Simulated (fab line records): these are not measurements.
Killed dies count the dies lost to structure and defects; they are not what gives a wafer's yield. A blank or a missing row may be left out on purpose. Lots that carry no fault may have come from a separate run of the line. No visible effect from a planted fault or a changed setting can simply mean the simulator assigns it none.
Which of the tools did it? | flow sky130 | 72 wafers from 24 lots sampled at 6 of the route's 708 steps

WHAT THE GAUGES SHOWED, per wafer
SKY_FIELD_ISO_THK_MEAS_04. Usual: for FIELD_ISO_CVD_03_THK the level is 164.8 nm and the standard deviation is 1.4.
lot  | measured    | on            | FIELD_ISO_CVD_03_THK (nm) | flag
L074 | day 1 14:14 | film_metro-02 | 163.1 164.5 163.8         |
L075 | day 1 18:44 | film_metro-02 | 167.1 163.9 165.8         |
L076 | day 2 01:54 | film_metro-01 | 164.9 167.0 166.1         |
L077 | day 2 06:39 | film_metro-01 | 165.6 165.4 163.8         |
L079 | day 2 14:50 | film_metro-01 | 164.2 163.0 164.9         |
L078 | day 2 14:51 | film_metro-02 | 163.5 163.6 164.3         |
L080 | day 3 03:02 | film_metro-02 | 166.1 167.3 166.6         |
L081 | day 3 03:02 | film_metro-01 | 166.7 166.3 165.7         |
L082 | day 3 09:16 | film_metro-01 | 161.6 160.6 162.5         |
L083 | day 3 11:03 | film_metro-02 | 165.9 164.3 164.7         |
L084 | day 3 16:28 | film_metro-01 | 163.4 164.7 164.3         |
L085 | day 3 20:29 | film_metro-04 | 165.4 163.2 164.2         |
L086 | day 4 02:04 | film_metro-02 | 164.2 163.0 164.1         |
L087 | day 4 07:07 | film_metro-04 | 162.3 164.0 164.2         |
L088 | day 4 13:01 | film_metro-01 | 164.9 167.2 167.1         |
L089 | day 4 17:05 | film_metro-01 | 164.1 163.1 163.0         |
L090 | day 5 01:31 | film_metro-04 | 166.9 165.9 167.4         |
L091 | day 5 04:35 | film_metro-01 | 164.2 164.5 164.1         |
L092 | day 5 09:08 | film_metro-02 | 165.3 165.1 164.2         |
L093 | day 5 14:32 | film_metro-02 | 166.0 167.1 166.2         |
L094 | day 5 18:43 | film_metro-01 | 165.2 164.7 165.7         |
L095 | day 5 22:55 | film_metro-02 | 166.1 166.7 166.6         |
L096 | day 6 04:06 | film_metro-04 | 163.0 163.3 163.3         |
L097 | day 6 09:56 | film_metro-02 | 164.7 163.1 162.7         |

SKY_SD_N_CD_MEAS_07: target cd 380 nm. Usual: cd_nm at 380.5 nm, with a standard deviation of 2.1.
lot  | measured     | on        | cd_nm (nm)        | flag
L074 | day 29 04:46 | cd_sem-01 | 377.9 380.1 380.7 |
L075 | day 29 09:04 | cd_sem-01 | 381.1 381.4 380.8 |
L076 | day 29 07:58 | cd_sem-02 | 382.9 384.4 382.3 |
L077 | day 29 09:02 | cd_sem-02 | 380.8 381.6 381.3 |
L079 | day 29 11:29 | cd_sem-01 | 379.9 379.1 380.5 |
L078 | day 29 10:40 | cd_sem-02 | 379.3 380.4 378.8 |
L080 | day 30 10:11 | cd_sem-02 | 379.9 380.2 381.1 |
L081 | day 30 10:17 | cd_sem-01 | 379.8 380.0 378.3 |
L082 | day 30 16:47 | cd_sem-02 | 381.2 377.9 378.7 |
L083 | day 30 21:44 | cd_sem-02 | 376.6 378.6 381.1 |
L084 | day 31 11:01 | cd_sem-01 | 379.3 382.7 381.4 |
L085 | day 31 08:28 | cd_sem-01 | 377.9 379.6 378.7 |
L086 | day 32 00:00 | cd_sem-02 | 379.0 376.7 379.4 |
L087 | day 32 01:33 | cd_sem-02 | 378.7 378.9 377.4 |
L088 | day 32 08:42 | cd_sem-01 | 379.3 377.6 379.4 |
L089 | day 32 15:38 | cd_sem-01 | 376.2 374.7 378.1 |
L090 | day 33 09:59 | cd_sem-01 | 381.3 378.4 379.5 |
L091 | day 33 13:26 | cd_sem-01 | 381.5 380.3 380.1 |
L092 | day 34 04:57 | cd_sem-02 | 380.5 382.9 380.5 |
L093 | day 34 05:15 | cd_sem-02 | 381.0 381.7 382.2 |
L094 | day 34 15:35 | cd_sem-02 | 386.1 385.4 383.0 |
L095 | day 34 18:35 | cd_sem-01 | 380.8 382.8 383.9 |
L096 | day 34 22:27 | cd_sem-02 | 380.6 380.7 383.5 |
L097 | day 35 08:35 | cd_sem-02 | 384.3 384.0 382.3 |

SKY_VIA2_OVL_MEAS_13. Usual: for VIA2_OVL the level is 4 nm and the standard deviation is 4.6.
lot  | measured     | on         | VIA2_OVL (nm) | flag
L074 | day 37 09:41 | overlay-01 | 4 3 6         |
L075 | day 37 15:55 | overlay-01 | -1 -3 -8      |
L076 | day 37 15:37 | overlay-01 | -2 2 4        |
L077 | day 37 16:07 | overlay-02 | 3 -2 7        |
L079 | day 37 18:52 | overlay-01 | 9 9 8         |
L078 | day 37 18:04 | overlay-01 | 6 2 -2        |
L080 | day 38 12:49 | overlay-02 | 12 3 3        |
L081 | day 38 14:55 | overlay-01 | -4 -4 1       |
L082 | day 38 21:28 | overlay-02 | 2 -1 6        |
L083 | day 38 22:28 | overlay-02 | 4 11 4        |
L084 | day 39 09:25 | overlay-01 | 0 0 3         |
L085 | day 39 09:04 | overlay-01 | 6 7 2         |
L086 | day 40 00:07 | overlay-01 | -2 4 0        |
L087 | day 40 01:34 | overlay-02 | 8 6 8         |
L088 | day 40 06:58 | overlay-01 | 5 11 2        |
L089 | day 40 13:47 | overlay-01 | 7 3 4         |
L090 | day 41 05:43 | overlay-02 | 5 -1 7        |
L091 | day 41 10:07 | overlay-01 | 20 4 6        |
L092 | day 42 01:58 | overlay-02 | -1 -1 2       |
L093 | day 42 03:46 | overlay-01 | 6 4 5         |
L094 | day 42 07:52 | overlay-01 | 8 7 4         |
L095 | day 42 11:37 | overlay-01 | 1 -5 10       |
L096 | day 42 14:19 | overlay-01 | 4 4 9         |
L097 | day 43 00:56 | overlay-01 | 9 11 -2       |

WHAT TOOL EACH LOT RAN ON (gives the tool, then ch and the chambers of the sampled wafers, and finally the start)
lot  | SKY_DNWELL_STRIP_08                 | SKY_LI_CONTACT_ETCH_15             | SKY_LI_CONTACT_CVD_21
L074 | plasma_asher-04 ch 0,1, day 3 13:48 | rie_diel-04 ch 0,3, day 30 10:20   | cvd_w-01 ch 0,1, day 30 10:52
L075 | plasma_asher-04 ch 0,1, day 4 00:45 | rie_diel-03 ch 1,3, day 30 14:02   | cvd_w-01 ch 0,1, day 30 14:48
L076 | plasma_asher-04 ch 0,1, day 4 00:06 | rie_diel-04 ch 1,2,3, day 30 13:23 | cvd_w-02 ch 1, day 30 13:56
L077 | plasma_asher-01 ch 0,1, day 3 23:48 | rie_diel-02 ch 1,2, day 30 14:41   | cvd_w-02 ch 0,1, day 30 15:14
L079 | plasma_asher-03 ch 0,1, day 4 05:57 | rie_diel-02 ch 2,3, day 30 17:20   | cvd_w-02 ch 0,1, day 30 17:53
L078 | plasma_asher-04 ch 0,1, day 4 06:06 | rie_diel-03 ch 1,2,3, day 30 16:50 | cvd_w-01 ch 0,1, day 30 17:22
L080 | plasma_asher-04 ch 0,1, day 4 17:57 | rie_diel-02 ch 0,2,3, day 31 14:59 | cvd_w-01 ch 0, day 31 15:31
L081 | plasma_asher-04 ch 0,1, day 4 19:03 | rie_diel-04 ch 0,1,2, day 31 15:05 | cvd_w-02 ch 0,1, day 31 15:39
L082 | plasma_asher-04 ch 0,1, day 5 02:39 | rie_diel-04 ch 0,1,3, day 31 22:38 | cvd_w-02 ch 0,1, day 31 23:10
L083 | plasma_asher-03 ch 1, day 5 07:57   | rie_diel-04 ch 1,2, day 32 02:18   | cvd_w-02 ch 0,1, day 32 02:50
L084 | plasma_asher-01 ch 1, day 5 15:06   | rie_diel-04 ch 2,3, day 32 15:29   | cvd_w-02 ch 0,1, day 32 16:01
L085 | plasma_asher-01 ch 0,1, day 5 14:48 | rie_diel-03 ch 1,2,3, day 32 13:44 | cvd_w-02 ch 0,1, day 32 14:16
L086 | plasma_asher-03 ch 0,1, day 6 02:09 | rie_diel-03 ch 0,2, day 33 05:11   | cvd_w-01 ch 0,1, day 33 05:44
L087 | plasma_asher-03 ch 0,1, day 6 02:24 | rie_diel-04 ch 0,2, day 33 06:00   | cvd_w-02 ch 0,1, day 33 06:31
L088 | plasma_asher-04 ch 0,1, day 6 08:06 | rie_diel-03 ch 0,2,3, day 33 12:24 | cvd_w-02 ch 0,1, day 33 12:55
L089 | plasma_asher-01 ch 0,1, day 6 11:56 | rie_diel-02 ch 1,2, day 33 20:42   | cvd_w-01 ch 0,1, day 33 21:16
L090 | plasma_asher-04 ch 0,1, day 7 00:24 | rie_diel-03 ch 0,1,3, day 34 14:17 | cvd_w-02 ch 0,1, day 34 14:49
L091 | plasma_asher-01 ch 0,1, day 7 01:41 | rie_diel-03 ch 0,1,3, day 34 17:36 | cvd_w-01 ch 0,1, day 34 18:08
L092 | plasma_asher-01 ch 0,1, day 7 09:15 | rie_diel-04 ch 1,2,3, day 35 09:44 | cvd_w-01 ch 0,1, day 35 10:16
L093 | plasma_asher-01 ch 0,1, day 7 12:47 | rie_diel-02 ch 0,1,2, day 35 09:53 | cvd_w-02 ch 0,1, day 35 10:25
L094 | plasma_asher-01 ch 0,1, day 7 16:15 | rie_diel-03 ch 0,1,2, day 35 19:15 | cvd_w-02 ch 0,1, day 35 19:46
L095 | plasma_asher-03 ch 0,1, day 7 22:26 | rie_diel-02 ch 0,2, day 35 22:14   | cvd_w-01 ch 0,1, day 35 22:46
L096 | plasma_asher-04 ch 0,1, day 8 05:27 | rie_diel-02 ch 0,1,2, day 36 01:30 | cvd_w-02 ch 0,1, day 36 02:02
L097 | plasma_asher-01 ch 0,1, day 8 09:17 | rie_diel-02 ch 0,3, day 36 13:29   | cvd_w-01 ch 0,1, day 36 14:03
- SKY_DNWELL_STRIP_08: strips in O2/N2.
- SKY_LI_CONTACT_ETCH_15: etches PSG in C4F8/O2/Ar, stops on Si, target depth 600 nm.
- SKY_LI_CONTACT_CVD_21: deposits W, target thk 400 nm, time 120.56 s.

WHAT THE TOOLS THEMSELVES READ (means of the sampled wafers that have a number; where no wafer has one, the mark that the record gives instead)
SKY_DNWELL_STRIP_08. Usual: drypump_motor_current_A 5.9 A, standard deviation 0.42; n2_flow_sccm 300.1 sccm, standard deviation 0.97; o2_flow_sccm 3001 sccm, standard deviation 9.7; oes_product_au 0.722 a.u., standard deviation 0.0044; strip_time_to_endpoint_s 36.91 s, standard deviation 0.12.
lot  | tool            | drypump_motor_current_A (A) | n2_flow_sccm (sccm) | o2_flow_sccm (sccm) | oes_product_au (a.u.) | strip_time_to_endpoint_s (s) | flag
L074 | plasma_asher-04 | 6.0                         | 301.3               | 2999                | 0.719                 | 36.93                        |
L075 | plasma_asher-04 | 6.0                         | 299.9               | 3008                | 0.724                 | 36.86                        |
L076 | plasma_asher-04 | 6.0                         | 300.1               | 3011                | 0.724                 | 37.07                        |
L077 | plasma_asher-01 | 5.8                         | 300.8               | 3007                | 0.716                 | 36.92                        |
L079 | plasma_asher-03 | 5.5                         | 300.3               | 3007                | 0.721                 | 36.88                        |
L078 | plasma_asher-04 | 6.3                         | 299.7               | 3005                | 0.723                 | 36.89                        |
L080 | plasma_asher-04 | 6.3                         | 299.0               | 3002                | 0.720                 | 36.95                        |
L081 | plasma_asher-04 | 6.3                         | 298.7               | 2997                | 0.722                 | 37.02                        |
L082 | plasma_asher-04 | 6.3                         | 300.6               | 2993                | 0.725                 | 37.08                        |
L083 | plasma_asher-03 | 5.3                         | 299.1               | 3011                | 0.718                 | 36.89                        |
L084 | plasma_asher-01 | 5.5                         | 299.1               | 3002                | 0.718                 | 36.79                        |
L085 | plasma_asher-01 | 5.8                         | 301.0               | 3005                | 0.723                 | 36.76                        |
L086 | plasma_asher-03 | 5.6                         | 301.1               | 2995                | 0.723                 | 36.87                        |
L087 | plasma_asher-03 | 5.5                         | 300.4               | 2998                | 0.723                 | 36.73                        |
L088 | plasma_asher-04 | 6.0                         | 299.1               | 3010                | 0.727                 | 36.88                        |
L089 | plasma_asher-01 | 5.8                         | 299.5               | 2995                | 0.725                 | 36.72                        |
L090 | plasma_asher-04 | 6.3                         | 300.6               | 3003                | 0.721                 | 36.83                        |
L091 | plasma_asher-01 | 5.9                         | 299.5               | 3002                | 0.720                 | 36.83                        |
L092 | plasma_asher-01 | 5.8                         | 300.0               | 2990                | 0.720                 | 36.92                        |
L093 | plasma_asher-01 | 5.9                         | 300.2               | 2999                | 0.725                 | 37.08                        |
L094 | plasma_asher-01 | 5.9                         | 299.4               | 2990                | 0.723                 | 37.02                        |
L095 | plasma_asher-03 | 5.5                         | 299.7               | 2999                | 0.726                 | 37.06                        |
L096 | plasma_asher-04 | 6.0                         | 299.6               | 3004                | 0.721                 | 36.98                        |
L097 | plasma_asher-01 | 5.8                         | 300.4               | 2995                | 0.719                 | 36.76                        |

SKY_LI_CONTACT_ETCH_15. Usual: oes_product_au at 0.838 a.u., with a standard deviation of 0.0042.
lot  | tool        | oes_product_au (a.u.) | flag
L074 | rie_diel-04 | 0.836                 |
L075 | rie_diel-03 | 0.835                 |
L076 | rie_diel-04 | 0.838                 |
L077 | rie_diel-02 | 0.842                 |
L079 | rie_diel-02 | 0.838                 |
L078 | rie_diel-03 | 0.836                 |
L080 | rie_diel-02 | 0.840                 |
L081 | rie_diel-04 | 0.838                 |
L082 | rie_diel-04 | 0.837                 |
L083 | rie_diel-04 | 0.840                 |
L084 | rie_diel-04 | 0.836                 |
L085 | rie_diel-03 | 0.835                 |
L086 | rie_diel-03 | 0.839                 |
L087 | rie_diel-04 | 0.838                 |
L088 | rie_diel-03 | 0.842                 |
L089 | rie_diel-02 | 0.837                 |
L090 | rie_diel-03 | 0.840                 |
L091 | rie_diel-03 | 0.839                 |
L092 | rie_diel-04 | 0.837                 |
L093 | rie_diel-02 | 0.836                 |
L094 | rie_diel-03 | 0.837                 |
L095 | rie_diel-02 | 0.836                 |
L096 | rie_diel-02 | 0.835                 |
L097 | rie_diel-02 | 0.836                 |

SKY_LI_CONTACT_CVD_21. Usual: heater_power_w at 874 W, with a standard deviation of 36.
lot  | tool     | heater_power_w (W) | flag
L074 | cvd_w-01 | 875                |
L075 | cvd_w-01 | 871                |
L076 | cvd_w-02 | 831                |
L077 | cvd_w-02 | 885                |
L079 | cvd_w-02 | 861                |
L078 | cvd_w-01 | 867                |
L080 | cvd_w-01 | 863                |
L081 | cvd_w-02 | 846                |
L082 | cvd_w-02 | 846                |
L083 | cvd_w-02 | 881                |
L084 | cvd_w-02 | 851                |
L085 | cvd_w-02 | 856                |
L086 | cvd_w-01 | 875                |
L087 | cvd_w-02 | 859                |
L088 | cvd_w-02 | 859                |
L089 | cvd_w-01 | 887                |
L090 | cvd_w-02 | 864                |
L091 | cvd_w-01 | 884                |
L092 | cvd_w-01 | 885                |
L093 | cvd_w-02 | 869                |
L094 | cvd_w-02 | 853                |
L095 | cvd_w-01 | 890                |
L096 | cvd_w-02 | 863                |
L097 | cvd_w-01 | 884                |

THE ANSWER, worked out from the rows above alone
Rule: a lot counts as off when the mean over its wafers that have a number is more than 3 standard deviations away from the usual mean. Also off: a lot with no number at a reading for which 4 or more lots have one. All remaining lots with rows at the step are treated as sound. After the gauges, taken in route order, come the tools' own readings; for these a lot's mean is taken, as printed above. At the first step where some lot is off, the reading lying furthest off is the one used; lots without a number count as furthest.
No lot is off on any of the readings shown, so nothing can be concluded from this.

WHAT THE SIMULATOR PUT IN
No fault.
